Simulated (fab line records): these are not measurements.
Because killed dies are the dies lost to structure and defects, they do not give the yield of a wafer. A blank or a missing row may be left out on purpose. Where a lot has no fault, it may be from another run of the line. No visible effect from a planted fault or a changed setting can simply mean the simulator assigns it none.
Problem report, 8D (eight disciplines) form, completed by code | flow gf180mcu | the parts of the form that need people (team, actions taken, sign-off) are left out

== 1. PROBLEM STATEMENT ==
Wafers without a fault read 85.70 W, standard deviation 0.086; heater-power-total-W at GF_POLY_GATE_PEB_08 reads a mean of 90.42 W on 4 wafers belonging to 2 lots. Relative to the usual mean, that is a shift of +55 standard deviations.
The step: peb time 90 s.
Seen first at day 10 13:29 on litho-track-03, wafer L641.4. At this step, 39 wafers from 13 lots have a number in the record. Rule for "out", or "out of limits": more than 4 standard deviations from the usual mean. The other wafers with a number count as sound.

== 2. WHAT IT IS AND WHAT IT IS NOT ==
question                    | is                             | is not
which readings at this step | heater-power-total-W           | resist-line-temp-C
which lots                  | L641, L642                     | L636, L638, L639, L649, L651, L652, L654, L655, L656, L657, L659
which wafers of those lots  | L641.4, L641.5, L642.4, L642.5 | L641.3, L642.6
read on which tools         | litho-track-03                 | litho-track-02, litho-track-04
when                        | from day 10 13:29              | up to then (10 sound wafers); but 25 sound wafers of L642, L649, L651, L652, L654, L655, L656, L657, L659 came after

== 3. WHAT RULES OUT EACH SUSPECT ==
Counting: any tool at a process step up to the reading remains a suspect provided it ran every lot that is out. Sound lots after the first of them don't rule it out here, since some wafers of a struck lot are sound.
- litho-track-03 at GF_POLY_GATE_PEB_08 (peb time 90 s): kept. Every lot that is out went through it, the first being L641 (day 10 13:29); the last sound lot it ran before that was L639 (day 9 21:22). Out on those wafers are its own readings of heater-power-total-W.
Left after counting: litho-track-03 at GF_POLY_GATE_PEB_08.

== 4. THE CAUSE (what the simulator had put in) ==
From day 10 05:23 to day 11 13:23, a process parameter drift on litho-track-03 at GF_POLY_GATE_PEB_08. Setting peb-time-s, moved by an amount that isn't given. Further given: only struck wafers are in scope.
This tool alone remained once counting was done.

== 5. THE CHAIN OF EFFECTS, in route order ==
Rows list readings where the struck wafers' mean (over those with a number) sits beyond 3 standard deviations from the usual. Only readings whose record carries a usual standard deviation are examined. hours: median over the lots of the time between each lot's start at the first step of this table that gives one and its start at this step. sigmas: the change, counted in usual standard deviations.
hours | step                | reading              | usual   | on struck wafers | change | sigmas
0     | GF_POLY_GATE_PEB_08 | heater-power-total-W | 85.70 W | 90.42            | +4.72  | +55
Here are the process steps it includes:
- GF_POLY_GATE_PEB_08: peb time 90 s.

== 6. HOW IT WOULD HAVE BEEN CAUGHT EARLIER ==
First out-of-limits reading in this record: day 10 13:29, which is 8 hours after fault onset at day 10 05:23.
